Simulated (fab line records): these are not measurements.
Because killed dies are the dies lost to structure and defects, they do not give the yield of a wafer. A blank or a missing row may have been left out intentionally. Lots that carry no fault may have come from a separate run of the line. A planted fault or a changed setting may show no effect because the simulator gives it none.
What tool caused it? | flow gf180mcu | 37 wafers from 13 lots sampled at 4 of the route's 602 steps

WHAT THE GAUGES SHOWED, per wafer
GF_MVPSD_TW_MEAS_11.
lot  | measured     | on            | MVPSD_TW
L481 | day 5 05:37  | film metro-02 | 550.4 555.4 553.8
L482 | day 5 08:16  | film metro-03 | 548.0 545.3 547.9
L483 | day 5 18:33  | film metro-04 | 548.8 547.0 548.5
L485 | day 6 03:23  | film metro-04 | 551.0 550.6 547.6
L486 | day 6 07:06  | film metro-02 | 556.4 556.2 555.0
L487 | day 6 12:34  | film metro-04 | 550.2 547.5 552.4
L488 | day 6 18:13  | film metro-03 | 548.0 548.6 551.4
L490 | day 7 07:53  | film metro-02 | 551.1 550.7 550.5
L493 | day 8 01:40  | film metro-03 | 552.3 540.4
L495 | day 8 13:26  | film metro-02 | 552.6 544.4
L496 | day 8 18:11  | film metro-04 | 552.0 542.9 549.2
L500 | day 9 17:37  | film metro-02 | 548.6 550.0 549.6
L501 | day 10 00:16 | film metro-02 | 551.3 552.1 549.1

GF_VT_IMPLANT_RS_MEAS_49: measurement is done with a four-point probe.
lot  | measured     | on            | MVPSD_RS (ohm/sq)
L481 | day 7 19:24  | film metro-04 | 1168 1171 1168
L482 | day 7 22:34  | film metro-04 | 1164 1170 1169
L483 | day 8 09:52  | film metro-02 | 1167 1167 1167
L485 | day 8 20:19  | film metro-02 | 1163 1162 1166
L486 | day 8 23:17  | film metro-04 | 1170 1172 1172
L487 | day 9 06:17  | film metro-02 | 1168 1170 1167
L488 | day 9 12:27  | film metro-02 | 1173 1169 1170
L490 | day 10 02:55 | film metro-04 | 1169 1168 1169
L493 | day 10 21:35 | film metro-04 | 1170 1223
L495 | day 11 11:07 | film metro-03 | 1171 1228
L496 | day 11 17:38 | film metro-02 | 1164 1221 1167
L500 | day 12 18:42 | film metro-03 | 1170 1171 1173
L501 | day 13 02:40 | film metro-04 | 1166 1164 1164

GF_V1_THK_MEAS_01.
lot  | measured     | on            | V1_CVD_00_THK (nm)
L481 | day 17 11:46 | film metro-04 | 599 599 604
L482 | day 17 12:46 | film metro-03 | 584 586 586
L483 | day 18 04:13 | film metro-04 | 572 593 580
L485 | day 18 20:44 | film metro-01 | 598 590 608
L486 | day 18 22:32 | film metro-04 | 600 591 603
L487 | day 19 08:10 | film metro-03 | 593 591 589
L488 | day 19 20:53 | film metro-01 | 583 594 593
L490 | day 20 11:45 | film metro-01 | 593 598 595
L493 | day 21 13:28 | film metro-01 | 602 593
L495 | day 22 11:50 | film metro-03 | 611 599
L496 | day 22 13:45 | film metro-01 | 589 603 599
L500 | day 23 22:06 | film metro-03 | 602 606 583
L501 | day 24 06:40 | film metro-01 | 595 599 596

EACH LOT AND THE TOOL THAT RAN IT (in order: tool; ch and the chambers of the sampled wafers; start)
lot  | GF_MVPSD_IMPLANT_09
L481 | implanter-04 ch 0, day 5 05:22
L482 | implanter-02 ch 0, day 5 08:01
L483 | implanter-04 ch 0, day 5 18:21
L485 | implanter-02 ch 0, day 6 03:10
L486 | implanter-01 ch 0, day 6 06:51
L487 | implanter-02 ch 0, day 6 12:19
L488 | implanter-01 ch 0, day 6 17:58
L490 | implanter-02 ch 0, day 7 07:39
L493 | implanter-01 ch 0, day 8 01:25
L495 | implanter-01 ch 0, day 8 13:15
L496 | implanter-01 ch 0, day 8 17:58
L500 | implanter-02 ch 0, day 9 17:24
L501 | implanter-02 ch 0, day 10 00:01
- GF_MVPSD_IMPLANT_09

WHAT THE TOOLS THEMSELVES READ (means of the sampled wafers that have a number; where no wafer has one, the mark that the record gives instead)
GF_MVPSD_IMPLANT_09.
lot  | tool         | beam on s (s) | faraday current uA
L481 | implanter-04 | 9.92          | 28.4
L482 | implanter-02 | 9.97          | 28.3
L483 | implanter-04 | 10.14         | 27.8
L485 | implanter-02 | 9.95          | 28.3
L486 | implanter-01 | 10.14         | 27.8
L487 | implanter-02 | 9.80          | 28.7
L488 | implanter-01 | 9.94          | 28.4
L490 | implanter-02 | 9.95          | 28.3
L493 | implanter-01 | 8.98          | 31.9
L495 | implanter-01 | 8.79          | 32.9
L496 | implanter-01 | 9.23          | 30.9
L500 | implanter-02 | 10.02         | 28.1
L501 | implanter-02 | 9.88          | 28.5

THE ANSWER, worked out from the rows above alone
Rule: what is usual is taken from the lots themselves. The widest of any qualifying gaps counts: lots, ordered by their means at a reading, are off when they make up no more than a third of the lots, leave a main group of 4 or more, and stand apart from it by 3 or more times the standard deviation of that group's means. Not used: any main group whose means are identical at the precision the tables above print for the reading. Also off: a lot with no number at a reading for which 4 or more lots have one. All remaining lots with rows at the step are treated as sound. Order of review: gauges by route order, followed by the tools' own readings, for which a lot's mean as printed above is used. At the first step where some lot is off, the reading lying furthest off is the one used; lots without a number count as furthest.
Off: L493, L495, L496, at GF_VT_IMPLANT_RS_MEAS_49 (MVPSD_RS). Mean 1168 ohm/sq and standard deviation 2.5 in the main group.
If a tool, at a process step before that reading, ran all the lots that are off and no sound lot after the first of them, it fits. Not tried: the gauges at GF_VT_IMPLANT_RS_MEAS_49; whatever is off there is also off at GF_MVPSD_IMPLANT_09, on other tools, and gauge error can't account for it. One fits: implanter-01 at GF_MVPSD_IMPLANT_09. A fault onset in the window from L488 (day 6 17:58, its last sound lot) to L493 (day 8 01:25, its first lot off) fits.
The tool's own readings at GF_MVPSD_IMPLANT_09 bear it out: on the lots that are off they differ by more than 5 times the standard deviation of the sound lots' means. beam on s reads 9.00 s there against 9.97 s on the sound lots; faraday current uA reads 31.9 there against 28.3 on the sound lots.

WHAT HAD BEEN PUT IN BY THE SIMULATOR
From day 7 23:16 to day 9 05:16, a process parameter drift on implanter-01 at GF_MVPSD_IMPLANT_09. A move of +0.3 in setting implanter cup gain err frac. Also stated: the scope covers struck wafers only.
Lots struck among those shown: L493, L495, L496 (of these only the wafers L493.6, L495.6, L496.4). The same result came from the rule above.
